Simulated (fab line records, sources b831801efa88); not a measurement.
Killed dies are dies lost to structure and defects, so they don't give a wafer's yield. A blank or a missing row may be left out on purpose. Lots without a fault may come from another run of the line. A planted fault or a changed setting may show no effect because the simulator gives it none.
Chamber matching | flow gf180mcu | GF_PASSIVATION_CVD_02 on pecvd-04: 3 sister chambers
The step deposits Si3N4, target thk 700 nm, time 486.18 s. 3 wafers are shown with their chamber, then 9 later ones without.

WAFERS WITH THEIR CHAMBER
wafer  | chamber | heater_power_w (W)
L736.1 | 1       | 586
L736.3 | 2       | 745
L736.5 | 0       | 657

WAFERS WITHOUT THEIR CHAMBER
wafer  | heater_power_w (W)
L747.3 | 710
L747.4 | 596
L747.6 | 611
L749.1 | 752
L749.3 | 587
L749.6 | 601
L751.2 | 610
L751.3 | 546
L751.5 | 616

WHICH CHAMBER EACH WENT THROUGH
wafer  | from the rows above     | in truth
L747.3 | can't be placed: 2 or 0 | 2
L747.4 | 1                       | 1
L747.6 | can't be placed: 1 or 0 | 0
L749.1 | 2                       | 2
L749.3 | 1                       | 1
L749.6 | can't be placed: 1 or 0 | 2
L751.2 | can't be placed: 1 or 0 | 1
L751.3 | 1                       | 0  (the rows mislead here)
L751.5 | can't be placed: 1 or 0 | 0
Placed correctly: 3 of 9. Can't be placed from these rows: 5 (the true chamber is among the candidates in 4). Placed wrongly: 1.
How it was worked out, from the rows above alone: a wafer's distance from a chamber is the root of the sum, over the readings, of the square of ((its reading less the chamber's mean) divided by the reading's scatter). The wafer belongs to the nearest chamber; if the next one is less than 2 further off, it can't be placed. A chamber's mean is the mean of its shown wafers. The scatter: with one shown wafer a chamber, the root of the mean of the squares of how far each hidden wafer lies from its nearest shown one.
